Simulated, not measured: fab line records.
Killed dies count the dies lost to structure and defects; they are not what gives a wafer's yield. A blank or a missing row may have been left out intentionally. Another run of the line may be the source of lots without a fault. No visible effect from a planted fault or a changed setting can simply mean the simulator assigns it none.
Matching of chambers | flow gf180mcu | GF_CONTACT_CVD_00 on hdpcvd-01 has 3 sister chambers
The step deposits SiO2, target thk 300 nm, time 50 s. 6 wafers are shown with their chamber, then 7 later ones without.

## WAFERS WITH THEIR CHAMBER
wafer  | chamber | susceptor temp C (C)
L755.2 | 0       | 400.38
L755.5 | 2       | 400.26
L763.3 | 2       | 399.93
L763.4 | 0       | 400.09
L766.3 | 1       | 399.68
L766.4 | 1       | 399.79

## WAFERS WITH NO CHAMBER GIVEN
wafer  | susceptor temp C (C)
L766.5 | 399.76
L768.2 | 399.68
L768.4 | 399.96
L768.5 | 400.03
L770.1 | 399.82
L770.2 | 400.10
L770.5 | 399.97

## THE CHAMBER EACH PASSED THROUGH
wafer  | from the rows above          | in truth
L766.5 | can't be placed: 1 or 2      | 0
L768.2 | can't be placed: 1 or 2      | 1
L768.4 | can't be placed: 2 or 1 or 0 | 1
L768.5 | can't be placed: 2 or 0 or 1 | 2
L770.1 | can't be placed: 1 or 2 or 0 | 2
L770.2 | can't be placed: 2 or 0 or 1 | 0
L770.5 | can't be placed: 2 or 1 or 0 | 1
Correct placement for 0 of the 7. From these rows, 7 cannot be placed; in 6 the true chamber is one of the candidates. 0 placed wrongly.
How it was worked out, from the rows above alone: a wafer's distance from a chamber is the root of the sum, over the readings, of the square of ((its reading less the chamber's mean) divided by the reading's scatter). If the next closest chamber is less than 2 further off than the closest, the wafer can't be placed; otherwise it belongs to the closest. A chamber's mean is the mean of its shown wafers. How the scatter is found: for the shown wafers, subtract from each reading the mean of its chamber, square and add these, divide the total by (wafers less chambers), then take the root.
